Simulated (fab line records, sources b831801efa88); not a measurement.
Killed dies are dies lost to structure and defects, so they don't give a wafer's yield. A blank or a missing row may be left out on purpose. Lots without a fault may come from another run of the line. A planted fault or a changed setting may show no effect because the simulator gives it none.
Tool commonality check | flow gf180mcu | 13 lots, 39 wafers sampled

WHY IT WAS OPENED
At GF_V5_CD_MEAS_14 the reading cd_nm is flagged on 2 of 13 lots. Wafers without a fault read 260.1 nm, standard deviation 1.3.
Rule: a lot is flagged when every wafer of it that has a number lies more than 4 standard deviations from that mean, or none has a number. The other lots count as sound.

lot  | measured     | on        | cd_nm (nm), wafer by wafer | flag
L251 | day 27 02:52 | cd_sem-02 | 258.9 260.1 258.9          |
L254 | day 28 01:12 | cd_sem-01 | 261.2 262.5 263.4          |
L255 | day 28 11:28 | cd_sem-01 | 261.8 261.0 260.4          |
L257 | day 28 23:50 | cd_sem-02 | 260.3 260.5 261.0          |
L258 | day 29 07:41 | cd_sem-02 | 260.0 260.0 257.7          |
L259 | day 29 20:10 | cd_sem-02 | 258.5 257.6 258.1          |
L260 | day 30 02:49 | cd_sem-02 | 260.1 260.1 261.3          |
L261 | day 30 06:43 | cd_sem-02 | 261.6 261.4 261.1          |
L262 | day 30 15:10 | cd_sem-02 | 262.7 260.2 259.5          |
L266 | day 31 11:05 | cd_sem-02 | 261.7 260.0 259.1          |
L267 | day 31 20:47 | cd_sem-01 | 253.7 252.4 252.1          | FLAGGED
L270 | day 32 14:37 | cd_sem-01 | 252.3 252.8 253.4          | FLAGGED
L272 | day 33 00:49 | cd_sem-02 | 259.1 259.4 259.1          |
The numbers of the flagged lots are 252.8 nm on average: -7.3 nm against the usual, or -6 standard deviations.

WHICH TOOL RAN EACH LOT
The record holds 1 process step before the reading, out of a route of 602 steps. In each cell: the tool, then ch and the chambers that the sampled wafers went through, then the start.
lot  | flag    | GF_V5_SOFTBAKE_10
L251 |         | litho_track-01 ch 0, day 26 16:00
L254 |         | litho_track-02 ch 0, day 27 15:00
L255 |         | litho_track-01 ch 0, day 28 02:00
L257 |         | litho_track-01 ch 0, day 28 14:00
L258 |         | litho_track-02 ch 0, day 28 22:00
L259 |         | litho_track-01 ch 0, day 29 10:00
L260 |         | litho_track-01 ch 0, day 29 17:00
L261 |         | litho_track-02 ch 0, day 29 21:00
L262 |         | litho_track-02 ch 0, day 30 06:00
L266 |         | litho_track-01 ch 0, day 31 02:00
L267 | FLAGGED | litho_track-02 ch 0, day 31 11:00
L270 | FLAGGED | litho_track-02 ch 0, day 32 05:00
L272 |         | litho_track-01 ch 0, day 32 17:00
What these steps do:
- GF_V5_SOFTBAKE_10: time 60 s.
- GF_V5_CD_MEAS_14: target cd 260 nm.

FLAGGED OVER TOTAL, TOOL BY TOOL (the gauges that took the reading come last)
step              | tool           | lots run | flagged | share of the flagged lots | sound lots run after its first flagged lot
GF_V5_SOFTBAKE_10 | litho_track-01 | 7        | 0       | none                      | -
GF_V5_SOFTBAKE_10 | litho_track-02 | 6        | 2       | all                       | 0
GF_V5_CD_MEAS_14  | cd_sem-01      | 4        | 2       | all                       | 0
GF_V5_CD_MEAS_14  | cd_sem-02      | 9        | 0       | none                      | -

WHAT THE TABLE ALLOWS
2 rows of the table ran every flagged lot: litho_track-02 at GF_V5_SOFTBAKE_10, cd_sem-01 at GF_V5_CD_MEAS_14.
- litho_track-02 at GF_V5_SOFTBAKE_10: 2 of its 6 lots flagged. Its last sound lot is L262 (day 30 06:00), its first flagged lot L267 (day 31 11:00): a fault that began between those two fits. Its own readings lie more than 4 standard deviations out on every wafer of the flagged lots: heater_power_total_W, plate_temp_C.
- cd_sem-01 at GF_V5_CD_MEAS_14: 2 of its 4 lots flagged. Its last sound lot is L255 (day 28 11:28), its first flagged lot L267 (day 31 20:47): a fault that began between those two fits.
Counting lots can't tell these 2 tools apart, because each fits a fault that began at some hour. More lots, or a look at what each step does to the wafer, might.

WHAT THE SIMULATOR HAD PUT IN
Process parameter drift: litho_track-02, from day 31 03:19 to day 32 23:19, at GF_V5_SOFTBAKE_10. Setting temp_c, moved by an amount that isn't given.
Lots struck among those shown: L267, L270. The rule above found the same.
